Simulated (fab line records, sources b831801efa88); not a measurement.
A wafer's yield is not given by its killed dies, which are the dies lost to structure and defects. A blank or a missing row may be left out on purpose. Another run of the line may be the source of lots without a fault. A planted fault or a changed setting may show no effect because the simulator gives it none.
fab line records :: flow sky130
[record]
  lots = 6
  wafers = 18
  last_day = 50
route steps=708 shown SD_N@344 PAD_OPEN@708
lots with no fault: from the same line, run without faults
start_h: the number of hours between the record's first day and the start of the first shown wafer of the lot :: wait_h: hours from the lot's prior step to this one :: " repeats the value in the row above :: L1.1+2: a single row standing in for several wafers :: - no value present, or no start provided :: * or withheld: withheld :: < > ~ a bound
route shown NAME@n: names a module that has steps shown in the file, with the first one's number in the route :: usual: mean/standard deviation taken from wafers without a fault :: same: alike in all rows :: chamber/n: place in a boat :: sites: each site's reading :: _std_site: the values' standard deviation :: _edge_site: mean of outer sites minus mean of inner sites :: radius_mm: for every site, how far away it sits from the centre of the wafer :: mask NAME#n: copy n :: behind: the tool/chamber that last shaped the wafer :: hold: cause of the lot's hold/its duration in hours/its outcome :: device: transistor that didn't switch, given as n, p or np :: end of line: the route-end tests of the same wafers :: a step with no rows: only its recipe :: killed: the dies lost at the first sort to structure and to defects; this is not the yield of the wafer :: map: a wafer's dies, x killed, . not, _ none there
set.NAME: the setting as run; set.NAME@STEP: as run at that earlier step :: model.NAME: the simulator's own value behind a step, which no gauge read
lots seen at some steps along the route; tables by step, rows by wafer
services: a tool's chamber out of use, with start hour (start_h, from the record's first day; less than 0 if before it), hours out, and reason
[[steps]]
[step SKY_SD_N_COAT_02]
[recipe]
  resist = NOVOLAK
  spin_rpm = 3000
  resist_thk_nm = 1140
[step SKY_SD_N_SOFTBAKE_03]
[recipe]
  temp_c = 90
  time_s = 60
  resist = NOVOLAK
[step SKY_SD_N_EXPOSE_04]
[recipe]
  mask_id = NSDM
  na = 0.6
  source_shape = conventional
  sigma_outer = 0.6
  polarization = unpolarized
  target_cd_nm = 380
  dose_mj = 141
[step SKY_SD_N_PEB_05]
[recipe]
  temp_c = withheld
  time_s = *
  resist = NOVOLAK
[step SKY_SD_N_DEVELOP_06]
[recipe]
  resist = NOVOLAK
  developer = TMAH
  develop_time_s = 60
  dev_temp_c = 23
[step SKY_SD_N_CD_MEAS_07]
[recipe]
  target_cd_nm = 380
[usual]
  cd_nm = 379.8/2.5
lot.wafer: L975.4
tool: cd_sem-02
chamber: -
start_h: 680.16
wait_h: 0.2
cd_nm: 380.0

lot.wafer: L975.5
tool: cd_sem-02
chamber: -
start_h: 680.16
wait_h: 0.2
cd_nm: 382.0

lot.wafer: L975.6
tool: cd_sem-02
chamber: -
start_h: 680.16
wait_h: 0.2
cd_nm: 380.7

lot.wafer: L977.1
tool: cd_sem-02
chamber: -
start_h: 688.03
wait_h: 0.3
cd_nm: 381.1

lot.wafer: L977.4
tool: cd_sem-02
chamber: -
start_h: 688.03
wait_h: 0.3
cd_nm: 382.5

lot.wafer: L977.6
tool: cd_sem-02
chamber: -
start_h: 688.03
wait_h: 0.3
cd_nm: 380.9

lot.wafer: L985.2
tool: cd_sem-02
chamber: -
start_h: 735.27
wait_h: 0.1
cd_nm: 382.9

lot.wafer: L985.5
tool: cd_sem-02
chamber: -
start_h: 735.27
wait_h: 0.1
cd_nm: 381.3

lot.wafer: L985.6
tool: cd_sem-02
chamber: -
start_h: 735.27
wait_h: 0.1
cd_nm: 382.6

lot.wafer: L987.1
tool: cd_sem-01
chamber: -
start_h: 764.55
wait_h: 0.1
cd_nm: 381.9

lot.wafer: L987.2
tool: cd_sem-01
chamber: -
start_h: 764.55
wait_h: 0.1
cd_nm: 380.3

lot.wafer: L987.6
tool: cd_sem-01
chamber: -
start_h: 764.55
wait_h: 0.1
cd_nm: 379.0

lot.wafer: L992.3
tool: cd_sem-02
chamber: -
start_h: 785.14
wait_h: 0.1
cd_nm: 381.1

lot.wafer: L992.4
tool: cd_sem-02
chamber: -
start_h: 785.14
wait_h: 0.1
cd_nm: 380.0

lot.wafer: L992.5
tool: cd_sem-02
chamber: -
start_h: 785.14
wait_h: 0.1
cd_nm: 377.6

lot.wafer: L996.1
tool: cd_sem-02
chamber: -
start_h: 830.85
wait_h: 0.1
cd_nm: 381.8

lot.wafer: L996.3
tool: cd_sem-02
chamber: -
start_h: 830.85
wait_h: 0.1
cd_nm: 379.4

lot.wafer: L996.5
tool: cd_sem-02
chamber: -
start_h: 830.85
wait_h: 0.1
cd_nm: 379.2
[step SKY_SD_N_OVL_MEAS_08]
[usual]
  SD_N_OVL = 1.3/1.3
lot.wafer: L975.4
tool: overlay-01
chamber: -
start_h: 680.24
wait_h: 0.1
SD_N_OVL[nm]: 0.9

lot.wafer: L975.5
tool: overlay-01
chamber: -
start_h: 680.24
wait_h: 0.1
SD_N_OVL[nm]: 0.2

lot.wafer: L975.6
tool: overlay-01
chamber: -
start_h: 680.24
wait_h: 0.1
SD_N_OVL[nm]: 1.8

lot.wafer: L977.1
tool: overlay-01
chamber: -
start_h: 688.15
wait_h: 0.1
SD_N_OVL[nm]: 2.3

lot.wafer: L977.4
tool: overlay-01
chamber: -
start_h: 688.15
wait_h: 0.1
SD_N_OVL[nm]: 1.6

lot.wafer: L977.6
tool: overlay-01
chamber: -
start_h: 688.15
wait_h: 0.1
SD_N_OVL[nm]: 0.5

lot.wafer: L985.2
tool: overlay-01
chamber: -
start_h: 735.38
wait_h: 0.1
SD_N_OVL[nm]: 1.3

lot.wafer: L985.5
tool: overlay-01
chamber: -
start_h: 735.38
wait_h: 0.1
SD_N_OVL[nm]: 1.7

lot.wafer: L985.6
tool: overlay-01
chamber: -
start_h: 735.38
wait_h: 0.1
SD_N_OVL[nm]: 2.3

lot.wafer: L987.1
tool: overlay-02
chamber: -
start_h: 764.67
wait_h: 0.1
SD_N_OVL[nm]: 3.5

lot.wafer: L987.2
tool: overlay-02
chamber: -
start_h: 764.67
wait_h: 0.1
SD_N_OVL[nm]: 1.7

lot.wafer: L987.6
tool: overlay-02
chamber: -
start_h: 764.67
wait_h: 0.1
SD_N_OVL[nm]: 1.1

lot.wafer: L992.3
tool: overlay-01
chamber: -
start_h: 785.23
wait_h: 0.1
SD_N_OVL[nm]: 0.4

lot.wafer: L992.4
tool: overlay-01
chamber: -
start_h: 785.23
wait_h: 0.1
SD_N_OVL[nm]: -0.3

lot.wafer: L992.5
tool: overlay-01
chamber: -
start_h: 785.23
wait_h: 0.1
SD_N_OVL[nm]: 0.3

lot.wafer: L996.1
tool: overlay-01
chamber: -
start_h: 830.97
wait_h: 0.1
SD_N_OVL[nm]: 0.3

lot.wafer: L996.3
tool: overlay-01
chamber: -
start_h: 830.97
wait_h: 0.1
SD_N_OVL[nm]: 0.1

lot.wafer: L996.5
tool: overlay-01
chamber: -
start_h: 830.97
wait_h: 0.1
SD_N_OVL[nm]: -0.2
[step SKY_SD_N_IMPLANT_09]
[recipe]
  species = As
  energy_kev = 50
  dose_cm2 = 4e+15
  tilt_deg = 0
[step SKY_SD_N_IMPLANT_10]
[recipe]
  species = P
  energy_kev = 20
  dose_cm2 = 1e+14
  tilt_deg = 0
[step SKY_SD_N_STRIP_11]
[recipe]
  chemistry = O2/N2
  power_w = 1400
  pressure_mtorr = 1500
  platen_temp_c = withheld
  o2_flow_sccm = 3000
  n2_flow_sccm = 300
  overash_fraction = 0.5
[usual]
  drypump_motor_current_A = 5.57/0.19
  oes_product_au = 0.527/0.0048
  strip_time_to_endpoint_s = 22.54/0.039
lot.wafer: L975.4
tool: plasma_asher-04
chamber: 0
start_h: 680.59
wait_h: 0.1
drypump_motor_current_A: 5.57
oes_product_au: 0.533
rf_hours_counter_h: -
strip_time_to_endpoint_s: 22.52

lot.wafer: L975.5
tool: plasma_asher-04
chamber: 1
start_h: 680.59
wait_h: 0.1
drypump_motor_current_A: 5.93
oes_product_au: 0.522
rf_hours_counter_h: -
strip_time_to_endpoint_s: 22.52

lot.wafer: L975.6
tool: plasma_asher-04
chamber: 0
start_h: 680.59
wait_h: 0.1
drypump_motor_current_A: 5.60
oes_product_au: 0.521
rf_hours_counter_h: -
strip_time_to_endpoint_s: 22.50

lot.wafer: L977.1
tool: plasma_asher-04
chamber: 1
start_h: 688.49
wait_h: 0.1
drypump_motor_current_A: 5.93
oes_product_au: 0.532
rf_hours_counter_h: 89
strip_time_to_endpoint_s: 22.49

lot.wafer: L977.4
tool: plasma_asher-04
chamber: 0
start_h: 688.49
wait_h: 0.1
drypump_motor_current_A: 5.57
oes_product_au: 0.532
rf_hours_counter_h: -
strip_time_to_endpoint_s: 22.52

lot.wafer: L977.6
tool: plasma_asher-04
chamber: 0
start_h: 688.49
wait_h: 0.1
drypump_motor_current_A: 5.58
oes_product_au: 0.528
rf_hours_counter_h: -
strip_time_to_endpoint_s: 22.48

lot.wafer: L985.2
tool: plasma_asher-04
chamber: 0
start_h: 735.71
wait_h: 0.1
drypump_motor_current_A: 5.61
oes_product_au: 0.529
rf_hours_counter_h: 94
strip_time_to_endpoint_s: 22.57

lot.wafer: L985.5
tool: plasma_asher-04
chamber: 1
start_h: 735.71
wait_h: 0.1
drypump_motor_current_A: 5.92
oes_product_au: 0.530
rf_hours_counter_h: -
strip_time_to_endpoint_s: 22.57

lot.wafer: L985.6
tool: plasma_asher-04
chamber: 0
start_h: 735.71
wait_h: 0.1
drypump_motor_current_A: 5.59
oes_product_au: 0.526
rf_hours_counter_h: -
strip_time_to_endpoint_s: 22.60

lot.wafer: L987.1
tool: plasma_asher-03
chamber: 1
start_h: 765.01
wait_h: 0.1
drypump_motor_current_A: 5.43
oes_product_au: 0.525
rf_hours_counter_h: 2
strip_time_to_endpoint_s: 22.54

lot.wafer: L987.2
tool: plasma_asher-03
chamber: 0
start_h: 765.01
wait_h: 0.1
drypump_motor_current_A: 5.48
oes_product_au: 0.523
rf_hours_counter_h: 2
strip_time_to_endpoint_s: 22.55

lot.wafer: L987.6
tool: plasma_asher-03
chamber: 1
start_h: 765.01
wait_h: 0.1
drypump_motor_current_A: 5.43
oes_product_au: 0.535
rf_hours_counter_h: -
strip_time_to_endpoint_s: 22.54

lot.wafer: L992.3
tool: plasma_asher-04
chamber: 0
start_h: 785.59
wait_h: 0.1
drypump_motor_current_A: 5.60
oes_product_au: 0.524
rf_hours_counter_h: -
strip_time_to_endpoint_s: 22.52

lot.wafer: L992.4
tool: plasma_asher-04
chamber: 1
start_h: 785.59
wait_h: 0.1
drypump_motor_current_A: 5.91
oes_product_au: 0.533
rf_hours_counter_h: -
strip_time_to_endpoint_s: 22.56

lot.wafer: L992.5
tool: plasma_asher-04
chamber: 0
start_h: 785.59
wait_h: 0.1
drypump_motor_current_A: 5.59
oes_product_au: 0.530
rf_hours_counter_h: -
strip_time_to_endpoint_s: 22.57

lot.wafer: L996.1
tool: plasma_asher-03
chamber: 0
start_h: 831.31
wait_h: 0.1
drypump_motor_current_A: 5.50
oes_product_au: 0.524
rf_hours_counter_h: 9
strip_time_to_endpoint_s: 22.60

lot.wafer: L996.3
tool: plasma_asher-03
chamber: 1
start_h: 831.31
wait_h: 0.1
drypump_motor_current_A: 5.45
oes_product_au: 0.521
rf_hours_counter_h: -
strip_time_to_endpoint_s: 22.64

lot.wafer: L996.5
tool: plasma_asher-03
chamber: 0
start_h: 831.31
wait_h: 0.1
drypump_motor_current_A: 5.52
oes_product_au: 0.531
rf_hours_counter_h: -
strip_time_to_endpoint_s: 22.60
[step SKY_SD_N_TW_MEAS_12]
[usual]
  SD_N_TW = 3978/49
lot.wafer: L975.4
tool: film_metro-01
chamber: -
start_h: 680.69
wait_h: 0.1
SD_N_TW: 3983

lot.wafer: L975.5
tool: film_metro-01
chamber: -
start_h: 680.69
wait_h: 0.1
SD_N_TW: 3975

lot.wafer: L975.6
tool: film_metro-01
chamber: -
start_h: 680.69
wait_h: 0.1
SD_N_TW: 3975

lot.wafer: L977.1
tool: film_metro-01
chamber: -
start_h: 688.59
wait_h: 0.1
SD_N_TW: 3978

lot.wafer: L977.4
tool: film_metro-01
chamber: -
start_h: 688.59
wait_h: 0.1
SD_N_TW: 3981

lot.wafer: L977.6
tool: film_metro-01
chamber: -
start_h: 688.59
wait_h: 0.1
SD_N_TW: 3969

lot.wafer: L985.2
tool: film_metro-01
chamber: -
start_h: 735.82
wait_h: 0.1
SD_N_TW: 3987

lot.wafer: L985.5
tool: film_metro-01
chamber: -
start_h: 735.82
wait_h: 0.1
SD_N_TW: 3991

lot.wafer: L985.6
tool: film_metro-01
chamber: -
start_h: 735.82
wait_h: 0.1
SD_N_TW: 4014

lot.wafer: L987.1
tool: film_metro-03
chamber: -
start_h: 765.11
wait_h: 0.1
SD_N_TW: 4022

lot.wafer: L987.2
tool: film_metro-03
chamber: -
start_h: 765.11
wait_h: 0.1
SD_N_TW: 4032

lot.wafer: L987.6
tool: film_metro-03
chamber: -
start_h: 765.11
wait_h: 0.1
SD_N_TW: 4018

lot.wafer: L992.3
tool: film_metro-04
chamber: -
start_h: 785.68
wait_h: 0.1
SD_N_TW: 3866

lot.wafer: L992.4
tool: film_metro-04
chamber: -
start_h: 785.68
wait_h: 0.1
SD_N_TW: 3867

lot.wafer: L992.5
tool: film_metro-04
chamber: -
start_h: 785.68
wait_h: 0.1
SD_N_TW: 3856

lot.wafer: L996.1
tool: film_metro-04
chamber: -
start_h: 831.41
wait_h: 0.1
SD_N_TW: 3882

lot.wafer: L996.3
tool: film_metro-04
chamber: -
start_h: 831.41
wait_h: 0.1
SD_N_TW: 3907

lot.wafer: L996.5
tool: film_metro-04
chamber: -
start_h: 831.41
wait_h: 0.1
SD_N_TW: 3893
[step SKY_SD_N_CLEAN_13]
[recipe]
  chemistry = SC1/SC2
  mix = 1:4:20
  temp_c = 70
  time_s = 150
  dry = n2_spin
[step SKY_SD_N_RTA_14]
[recipe]
  temp_c = 1075
  time_s = 2
  idle_temp_c = 650
  ramp_up_c_per_s = 150
  ramp_down_c_per_s = 90
  ambient = N2
[usual]
  lamp_power_pct = 15.74/0.051
  wafer_temp_C_max = 1077.9/1.1
lot.wafer: L975.4
tool: rtp_anneal-02
chamber: 0
start_h: 680.80
wait_h: 0.0
lamp_power_pct: 15.73
wafer_temp_C_max: 1077.7

lot.wafer: L975.5
tool: rtp_anneal-02
chamber: 0
start_h: 680.80
wait_h: 0.0
lamp_power_pct: 15.75
wafer_temp_C_max: 1077.4

lot.wafer: L975.6
tool: rtp_anneal-02
chamber: 0
start_h: 680.80
wait_h: 0.0
lamp_power_pct: 15.84
wafer_temp_C_max: 1076.3

lot.wafer: L977.1
tool: rtp_anneal-01
chamber: 0
start_h: 688.70
wait_h: 0.0
lamp_power_pct: 15.83
wafer_temp_C_max: 1079.1

lot.wafer: L977.4
tool: rtp_anneal-01
chamber: 0
start_h: 688.70
wait_h: 0.0
lamp_power_pct: 15.66
wafer_temp_C_max: 1078.4

lot.wafer: L977.6
tool: rtp_anneal-01
chamber: 0
start_h: 688.70
wait_h: 0.0
lamp_power_pct: 15.71
wafer_temp_C_max: 1078.2

lot.wafer: L985.2
tool: rtp_anneal-02
chamber: 0
start_h: 735.93
wait_h: 0.0
lamp_power_pct: 15.66
wafer_temp_C_max: 1078.7

lot.wafer: L985.5
tool: rtp_anneal-02
chamber: 0
start_h: 735.93
wait_h: 0.0
lamp_power_pct: 15.66
wafer_temp_C_max: 1078.0

lot.wafer: L985.6
tool: rtp_anneal-02
chamber: 0
start_h: 735.93
wait_h: 0.0
lamp_power_pct: 15.63
wafer_temp_C_max: 1077.4

lot.wafer: L987.1
tool: rtp_anneal-02
chamber: 0
start_h: 765.22
wait_h: 0.0
lamp_power_pct: 15.81
wafer_temp_C_max: 1076.0

lot.wafer: L987.2
tool: rtp_anneal-02
chamber: 0
start_h: 765.22
wait_h: 0.0
lamp_power_pct: 15.78
wafer_temp_C_max: 1078.5

lot.wafer: L987.6
tool: rtp_anneal-02
chamber: 0
start_h: 765.22
wait_h: 0.0
lamp_power_pct: 15.74
wafer_temp_C_max: 1078.2

lot.wafer: L992.3
tool: rtp_anneal-01
chamber: 0
start_h: 785.79
wait_h: 0.0
lamp_power_pct: 15.73
wafer_temp_C_max: 1078.8

lot.wafer: L992.4
tool: rtp_anneal-01
chamber: 0
start_h: 785.79
wait_h: 0.0
lamp_power_pct: 15.87
wafer_temp_C_max: 1078.1

lot.wafer: L992.5
tool: rtp_anneal-01
chamber: 0
start_h: 785.79
wait_h: 0.0
lamp_power_pct: 15.68
wafer_temp_C_max: 1077.2

lot.wafer: L996.1
tool: rtp_anneal-01
chamber: 0
start_h: 831.53
wait_h: 0.0
lamp_power_pct: 15.77
wafer_temp_C_max: 1078.3

lot.wafer: L996.3
tool: rtp_anneal-01
chamber: 0
start_h: 831.53
wait_h: 0.0
lamp_power_pct: 15.76
wafer_temp_C_max: 1078.6

lot.wafer: L996.5
tool: rtp_anneal-01
chamber: 0
start_h: 831.53
wait_h: 0.0
lamp_power_pct: 15.70
wafer_temp_C_max: 1077.0
[step SKY_SD_N_RS_MEAS_16]
[recipe]
  thk_meas_gauge = four-point-probe
[usual]
  SD_N_RS = 68.55/0.11
lot.wafer: L975.4
tool: film_metro-01
chamber: -
start_h: 681.01
wait_h: 0.1
hold: -
SD_N_RS[ohm/sq]: 68.68

lot.wafer: L975.5
tool: film_metro-01
chamber: -
start_h: 681.01
wait_h: 0.1
hold: -
SD_N_RS[ohm/sq]: 68.75

lot.wafer: L975.6
tool: film_metro-01
chamber: -
start_h: 681.01
wait_h: 0.1
hold: -
SD_N_RS[ohm/sq]: 68.74

lot.wafer: L977.1
tool: film_metro-01
chamber: -
start_h: 688.87
wait_h: 0.1
hold: -
SD_N_RS[ohm/sq]: 68.73

lot.wafer: L977.4
tool: film_metro-01
chamber: -
start_h: 688.87
wait_h: 0.1
hold: -
SD_N_RS[ohm/sq]: 68.65

lot.wafer: L977.6
tool: film_metro-01
chamber: -
start_h: 688.87
wait_h: 0.1
hold: -
SD_N_RS[ohm/sq]: 68.53

lot.wafer: L985.2
tool: film_metro-04
chamber: -
start_h: 736.11
wait_h: 0.1
hold: await_dispo/0.2h/release
SD_N_RS[ohm/sq]: 51.26

lot.wafer: L985.5
tool: film_metro-04
chamber: -
start_h: 736.11
wait_h: 0.1
hold: await_dispo/0.2h/release
SD_N_RS[ohm/sq]: 51.32

lot.wafer: L985.6
tool: film_metro-04
chamber: -
start_h: 736.11
wait_h: 0.1
hold: await_dispo/0.2h/release
SD_N_RS[ohm/sq]: 51.40

lot.wafer: L985.2
tool: film_metro-04
chamber: -
start_h: 736.47
wait_h: 0.3
hold: -
SD_N_RS[ohm/sq]: 51.37

lot.wafer: L985.5
tool: film_metro-04
chamber: -
start_h: 736.47
wait_h: 0.3
hold: -
SD_N_RS[ohm/sq]: 51.39

lot.wafer: L985.6
tool: film_metro-04
chamber: -
start_h: 736.47
wait_h: 0.3
hold: -
SD_N_RS[ohm/sq]: 51.48

lot.wafer: L987.1
tool: film_metro-03
chamber: -
start_h: 765.39
wait_h: 0.1
hold: await_dispo/0.2h/release
SD_N_RS[ohm/sq]: 51.24

lot.wafer: L987.2
tool: film_metro-03
chamber: -
start_h: 765.39
wait_h: 0.1
hold: await_dispo/0.2h/release
SD_N_RS[ohm/sq]: 51.24

lot.wafer: L987.6
tool: film_metro-03
chamber: -
start_h: 765.39
wait_h: 0.1
hold: await_dispo/0.2h/release
SD_N_RS[ohm/sq]: 51.20

lot.wafer: L987.1
tool: film_metro-03
chamber: -
start_h: 765.75
wait_h: 0.3
hold: -
SD_N_RS[ohm/sq]: 51.22

lot.wafer: L987.2
tool: film_metro-03
chamber: -
start_h: 765.75
wait_h: 0.3
hold: -
SD_N_RS[ohm/sq]: 51.35

lot.wafer: L987.6
tool: film_metro-03
chamber: -
start_h: 765.75
wait_h: 0.3
hold: -
SD_N_RS[ohm/sq]: 51.28

lot.wafer: L992.3
tool: film_metro-03
chamber: -
start_h: 785.98
wait_h: 0.1
hold: -
SD_N_RS[ohm/sq]: 68.65

lot.wafer: L992.4
tool: film_metro-03
chamber: -
start_h: 785.98
wait_h: 0.1
hold: -
SD_N_RS[ohm/sq]: 68.56

lot.wafer: L992.5
tool: film_metro-03
chamber: -
start_h: 785.98
wait_h: 0.1
hold: -
SD_N_RS[ohm/sq]: 68.52

lot.wafer: L996.1
tool: film_metro-03
chamber: -
start_h: 831.70
wait_h: 0.1
hold: -
SD_N_RS[ohm/sq]: 68.66

lot.wafer: L996.3
tool: film_metro-03
chamber: -
start_h: 831.70
wait_h: 0.1
hold: -
SD_N_RS[ohm/sq]: 68.66

lot.wafer: L996.5
tool: film_metro-03
chamber: -
start_h: 831.70
wait_h: 0.1
hold: -
SD_N_RS[ohm/sq]: 68.76
[step SKY_PAD_OPEN_PROBE_99]
[usual]
  defect_limited_yield = 82.5/1.8
  killed_at_M0_to_M3 = 44/7.1
  killed_at_M4_up = 3.0/1.9
  killed_at_contacts = 25/5.6
  killed_at_front_end = 14/4.1
  killed_at_other = 0.2/0.44
  killed_dies = 86/9.1
  killed_open = 47/7.4
  killed_short = 39/5.7
  sort_bin_3_pad_short = 0.9/0.37
  sort_bin_5_function = 10.3/1.6
  sort_bin_6_memory = 6.3/1.1
  sort_n_pass = 406/9.1
  sort_yield_pct = 82.5/1.8
[same]
  gross_dies = 492
  killed_at_back_side = 0
  sort_bin_4_leakage[%] = 0
  sort_bin_8_speed[%] = 0
lot.wafer: L975.4
tool: prober-02
chamber: -
start_h: 1095.72
wait_h: 0.2
defect_limited_yield[%]: 79.7
killed_at_M0_to_M3: 36
killed_at_M4_up: 4
killed_at_contacts: 37
killed_at_front_end: 23
killed_at_other: 0
killed_dies: 100
killed_open: 55
killed_short: 45
sort_bin_3_pad_short[%]: 0.8
sort_bin_5_function[%]: 13.4
sort_bin_6_memory[%]: 6.1
sort_n_pass: 392
sort_yield_pct[%]: 79.7

lot.wafer: L975.5
tool: prober-02
chamber: -
start_h: 1095.77
wait_h: 0.2
defect_limited_yield[%]: 83.9
killed_at_M0_to_M3: 39
killed_at_M4_up: 1
killed_at_contacts: 27
killed_at_front_end: 12
killed_at_other: 0
killed_dies: 79
killed_open: 48
killed_short: 31
sort_bin_3_pad_short[%]: 0.6
sort_bin_5_function[%]: 8.5
sort_bin_6_memory[%]: 6.9
sort_n_pass: 413
sort_yield_pct[%]: 83.9

lot.wafer: L975.6
tool: prober-02
chamber: -
start_h: 1095.82
wait_h: 0.2
defect_limited_yield[%]: 80.7
killed_at_M0_to_M3: 45
killed_at_M4_up: 6
killed_at_contacts: 29
killed_at_front_end: 15
killed_at_other: 0
killed_dies: 95
killed_open: 59
killed_short: 36
sort_bin_3_pad_short[%]: 0.4
sort_bin_5_function[%]: 11.4
sort_bin_6_memory[%]: 7.5
sort_n_pass: 397
sort_yield_pct[%]: 80.7
// killed by level:class
L975.4 LI_CONTACT:geometric_particle:open=16 VIA1:geometric_particle:open=12 POLY_GATE:geometric_particle:short=9 FIELD_ISO:geometric_particle:open=7 LOCAL_INTERCONNECT:geometric_particle:short=7 CONTACT:geometric_particle:open=7 CONTACT:geometric_particle:short=5 FIELD_ISO:geometric_particle:short=4
L975.5 CONTACT:geometric_particle:open=9 VIA2:geometric_particle:open=8 LI_CONTACT:geometric_particle:open=6 LOCAL_INTERCONNECT:geometric_particle:short=6 VIA3:geometric_particle:open=6 VIA1:geometric_particle:open=5 VIA2:geometric_particle:short=5 CONTACT:geometric_particle:short=4
L975.6 CONTACT:geometric_particle:open=11 VIA1:geometric_particle:open=10 VIA3:geometric_particle:open=9 LI_CONTACT:geometric_particle:open=9 VIA2:geometric_particle:open=8 VIA1:geometric_particle:short=6 METAL4:geometric_particle:short=6 FIELD_ISO:geometric_particle:open=5
[[services]]
tool: plasma_asher-04
chamber: -
start_h: 708.24
hours: 2.8
kind: pm

tool: plasma_asher-03
chamber: -
start_h: 733.84
hours: 9.0
kind: pm

tool: plasma_asher-03
chamber: 0
start_h: 733.84
hours: 9.0
kind: vent_cycle

tool: plasma_asher-03
chamber: 1
start_h: 733.84
hours: 9.0
kind: vent_cycle

tool: plasma_asher-03
chamber: 0
start_h: 742.84
hours: -
kind: clean

tool: plasma_asher-03
chamber: 1
start_h: 742.84
hours: -
kind: clean
[[key]]
[first_sign]
  step = SKY_SD_N_RS_MEAS_16
  reading = visit
  direction = added
[effect]
  step = SKY_SD_N_RS_MEAS_16
  reading = SD_N_RS
  direction = down
  sigmas = 99+
  usual = 68.55
  struck = 51.28
met_at SKY_SD_N_RTA_14
struck_wafers L985.2,L985.5,L985.6,L987.1,L987.2,L987.6
scrapped_behind SKY_SD_N_RS_MEAS_16 L985.2,L985.5,L985.6,L987.1,L987.2,L987.6
onset_between 680.80 735.93
[fault]
  kind = process_parameter_drift
  tool = rtp_anneal-02
  chamber = -
  onset_h = 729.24
  steps = SKY_SD_N_RTA_14
  channel = time_s
  offset = *
  shape = step
  end_h = 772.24
  acts_in = *
  stated = *
